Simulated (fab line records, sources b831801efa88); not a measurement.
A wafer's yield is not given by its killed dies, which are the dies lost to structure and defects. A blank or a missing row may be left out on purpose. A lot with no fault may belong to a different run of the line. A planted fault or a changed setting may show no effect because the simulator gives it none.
What tool caused it? + flow sky130 + 10 lots with 30 wafers sampled at 6 steps, on a route of 708 steps

== WHAT THE GAUGES READ, wafer by wafer ==
SKY_CAP2M_OVL_MEAS_12. Usual: CAP2M_OVL gives 0.2 nm (standard deviation 1.3).
| lot  | measured     | on         | CAP2M_OVL (nm) | flag |
|------|--------------|------------|----------------|------|
| L706 | day 41 03:59 | overlay-01 | 2.3 1.3 0.0    |      |
| L709 | day 41 21:25 | overlay-01 | 2.3 0.9 0.6    |      |
| L710 | day 42 05:20 | overlay-02 | -0.1 -0.4 -2.4 |      |
| L711 | day 42 09:14 | overlay-02 | 0.5 0.4 -0.4   |      |
| L718 | day 45 09:08 | overlay-02 | 0.1 -0.1 0.1   |      |
| L719 | day 45 10:13 | overlay-02 | 1.2 0.1 0.6    |      |
| L721 | day 45 11:16 | overlay-02 | 1.8 -0.2 -1.0  |      |
| L723 | day 45 13:04 | overlay-02 | 0.4 0.2 0.1    |      |
| L724 | day 45 16:10 | overlay-02 | -1.2 -1.5 -2.0 |      |
| L726 | day 46 11:25 | overlay-02 | -0.8 -1.3 -0.9 |      |

SKY_VIA4_RS_MEAS_19: measurement is done with a four-point probe. Usual: VIA4_W_RS gives 0.2275 ohm/sq (standard deviation 0.0023).
| lot  | measured     | on            | VIA4_W_RS (ohm/sq)   | flag |
|------|--------------|---------------|----------------------|------|
| L706 | day 43 06:04 | film-metro-02 | 0.2284 0.2274 0.2287 |      |
| L709 | day 43 23:37 | film-metro-04 | 0.2686 0.2657 0.2276 | OFF  |
| L710 | day 44 07:58 | film-metro-02 | 0.2667 0.2657 0.2239 | OFF  |
| L711 | day 44 11:37 | film-metro-02 | 0.2272 0.2701 0.2288 | OFF  |
| L718 | day 47 04:32 | film-metro-04 | 0.2280 0.2255 0.2279 |      |
| L719 | day 47 06:31 | film-metro-02 | 0.2287 0.2241 0.2233 |      |
| L721 | day 47 07:52 | film-metro-02 | 0.2263 0.2261 0.2253 |      |
| L723 | day 47 09:41 | film-metro-04 | 0.2266 0.2272 0.2263 |      |
| L724 | day 47 13:05 | film-metro-02 | 0.2258 0.2274 0.2259 |      |
| L726 | day 48 06:54 | film-metro-02 | 0.2303 0.2289 0.2287 |      |

SKY_VIA4_THK_MEAS_20: measures by xrf. Usual: VIA4_W_THK gives 509 nm (standard deviation 5.1).
| lot  | measured     | on            | VIA4_W_THK (nm) | flag |
|------|--------------|---------------|-----------------|------|
| L706 | day 43 06:11 | film-metro-02 | 507 510 505     |      |
| L709 | day 43 23:44 | film-metro-04 | 430 433 506     | OFF  |
| L710 | day 44 08:04 | film-metro-02 | 436 441 520     | OFF  |
| L711 | day 44 11:44 | film-metro-02 | 514 431 511     | OFF  |
| L718 | day 47 04:39 | film-metro-04 | 510 514 510     |      |
| L719 | day 47 06:38 | film-metro-02 | 502 513 518     |      |
| L721 | day 47 07:59 | film-metro-02 | 511 509 514     |      |
| L723 | day 47 09:49 | film-metro-04 | 516 509 514     |      |
| L724 | day 47 13:12 | film-metro-02 | 513 508 509     |      |
| L726 | day 48 07:01 | film-metro-02 | 508 511 510     |      |

== EACH LOT AND THE TOOL THAT RAN IT (in order: tool; ch and the chambers of the sampled wafers; start) ==
| lot  | SKY_METAL3_ETCH_16                | SKY_VIA3_CMP_24               | SKY_VIA4_CVD_18               |
|------|-----------------------------------|-------------------------------|-------------------------------|
| L706 | rie-metal-04 ch 0,1, day 38 22:34 | cmp-02 ch 0,1,2, day 40 02:29 | cvd-w-01 ch 0,1, day 43 05:55 |
| L709 | rie-metal-04 ch 0,1, day 39 18:21 | cmp-02 ch 1,2, day 40 21:07   | cvd-w-01 ch 0,1, day 43 23:28 |
| L710 | rie-metal-02 ch 0,1, day 40 01:33 | cmp-02 ch 0,2,3, day 41 05:11 | cvd-w-01 ch 0,1, day 44 07:49 |
| L711 | rie-metal-02 ch 0,1, day 40 05:36 | cmp-01 ch 2,3, day 41 09:18   | cvd-w-01 ch 0,1, day 44 11:28 |
| L718 | rie-metal-04 ch 0,1, day 43 08:27 | cmp-02 ch 1,2,3, day 44 10:40 | cvd-w-01 ch 0,1, day 47 04:22 |
| L719 | rie-metal-02 ch 0,1, day 43 10:24 | cmp-01 ch 0,2,3, day 44 12:07 | cvd-w-01 ch 0,1, day 47 06:22 |
| L721 | rie-metal-01 ch 0,1, day 43 11:03 | cmp-01 ch 0,1,2, day 44 13:12 | cvd-w-01 ch 0,1, day 47 07:43 |
| L723 | rie-metal-04 ch 0,1, day 43 12:58 | cmp-01 ch 1,2,3, day 44 15:02 | cvd-w-01 ch 0,1, day 47 09:32 |
| L724 | rie-metal-02 ch 0,1, day 43 16:18 | cmp-01 ch 0,2,3, day 44 18:19 | cvd-w-01 ch 0,1, day 47 12:55 |
| L726 | rie-metal-02 ch 0,1, day 44 13:34 | cmp-02 ch 0,1,2, day 45 13:52 | cvd-w-02 ch 0,1, day 48 06:44 |
- SKY_METAL3_ETCH_16: etches BARC in N2/H2, stops on SiO2, time 88.2 s, target depth 60 nm.
- SKY_VIA3_CMP_24: polishes, stops on SiO2, t overpolish 20 s, target thk 0 nm.
- SKY_VIA4_CVD_18: deposits W, target thk 505 nm, time 152.14 s.

== AS READ BY THE TOOLS THEMSELVES (means over the sampled wafers that have a number; for cases with no such wafer, the mark the record gives instead) ==
SKY_METAL3_ETCH_16. Usual: drypump-motor-current-A 6.1 A, standard deviation 0.37; h2-flow-sccm 200.0 sccm, standard deviation 0.53; oes-product-au 0.626 a.u., standard deviation 0.0048; throttle-valve-pct 13.204 %, standard deviation 0.0088.
| lot  | tool         | drypump-motor-current-A (A) | h2-flow-sccm (sccm) | oes-product-au (a.u.) | throttle-valve-pct (%) | flag |
|------|--------------|-----------------------------|---------------------|-----------------------|------------------------|------|
| L706 | rie-metal-04 | 6.1                         | 200.3               | 0.628                 | 13.199                 |      |
| L709 | rie-metal-04 | 6.1                         | 200.2               | 0.624                 | 13.204                 |      |
| L710 | rie-metal-02 | 5.8                         | 200.1               | 0.625                 | 13.207                 |      |
| L711 | rie-metal-02 | 6.0                         | 199.8               | 0.622                 | 13.210                 |      |
| L718 | rie-metal-04 | 6.1                         | 200.2               | 0.626                 | 13.207                 |      |
| L719 | rie-metal-02 | 6.0                         | 200.5               | 0.629                 | 13.198                 |      |
| L721 | rie-metal-01 | 6.3                         | 200.1               | 0.627                 | 13.209                 |      |
| L723 | rie-metal-04 | 6.3                         | 199.7               | 0.631                 | 13.208                 |      |
| L724 | rie-metal-02 | 5.8                         | 199.7               | 0.620                 | 13.201                 |      |
| L726 | rie-metal-02 | 5.7                         | 199.8               | 0.626                 | 13.210                 |      |

SKY_VIA3_CMP_24. Usual: motor-current-A 10.9 A, standard deviation 0.91; overpolish-run-s 20.001 s, standard deviation 0.0097; retaining-ring-pressure-frac 1.000, standard deviation 0.0046; time-to-endpoint-s 96 s, standard deviation 3.7.
| lot  | tool   | motor-current-A (A) | overpolish-run-s (s) | retaining-ring-pressure-frac | time-to-endpoint-s (s) | flag |
|------|--------|---------------------|----------------------|------------------------------|------------------------|------|
| L706 | cmp-02 | 10.7                | 20.002               | 1.004                        | 95                     |      |
| L709 | cmp-02 | 11.4                | 19.997               | 0.995                        | 96                     |      |
| L710 | cmp-02 | 10.7                | 20.003               | 1.000                        | 100                    |      |
| L711 | cmp-01 | 11.3                | 19.995               | 0.999                        | 93                     |      |
| L718 | cmp-02 | 11.0                | 19.998               | 0.999                        | 101                    |      |
| L719 | cmp-01 | 11.3                | 20.009               | 1.003                        | 93                     |      |
| L721 | cmp-01 | 10.1                | 20.004               | 0.998                        | 92                     |      |
| L723 | cmp-01 | 11.2                | 20.007               | 0.999                        | 89                     |      |
| L724 | cmp-01 | 11.8                | 20.007               | 1.002                        | 98                     |      |
| L726 | cmp-02 | 11.0                | 19.993               | 1.000                        | 99                     |      |

SKY_VIA4_CVD_18. Usual: heater-power-w 822 W, standard deviation 47; susceptor-temp-C 399.99 C, standard deviation 0.21.
| lot  | tool     | heater-power-w (W) | susceptor-temp-C (C) | flag |
|------|----------|--------------------|----------------------|------|
| L706 | cvd-w-01 | 803                | 400.11               |      |
| L709 | cvd-w-01 | 772                | 394.15               | OFF  |
| L710 | cvd-w-01 | 780                | 394.27               | OFF  |
| L711 | cvd-w-01 | 816                | 397.20               | OFF  |
| L718 | cvd-w-01 | 807                | 400.19               |      |
| L719 | cvd-w-01 | 797                | 400.24               |      |
| L721 | cvd-w-01 | 832                | 399.78               |      |
| L723 | cvd-w-01 | 810                | 399.86               |      |
| L724 | cvd-w-01 | 799                | 399.99               |      |
| L726 | cvd-w-02 | 819                | 400.07               |      |

== THE ANSWER, worked out from the rows above alone ==
Rule: take the mean of a lot's wafers that have a number; if it is more than 3 standard deviations from the usual mean, the lot is off. Also off: a lot with no number at a reading for which 4 or more lots have one. Any other lot the step has rows for is counted as sound. After the gauges, taken in route order, come the tools' own readings; for these a lot's mean is taken, as printed above. The first step at which some lot is off is used, and at that step the reading that is off furthest; a lot without a number counts as furthest.
Off: L709, L710, L711, seen at SKY_VIA4_RS_MEAS_19 (VIA4_W_RS).
A tool fits if, at a process step before that reading, it ran every lot that is off, and no sound lot after the first of them. Not tried: the gauges at SKY_VIA4_RS_MEAS_19; whatever is off there is also off at SKY_VIA4_CVD_18, on other tools, and gauge error can't account for it. None of those tried fits.

== WHAT HAD BEEN PUT IN BY THE SIMULATOR ==
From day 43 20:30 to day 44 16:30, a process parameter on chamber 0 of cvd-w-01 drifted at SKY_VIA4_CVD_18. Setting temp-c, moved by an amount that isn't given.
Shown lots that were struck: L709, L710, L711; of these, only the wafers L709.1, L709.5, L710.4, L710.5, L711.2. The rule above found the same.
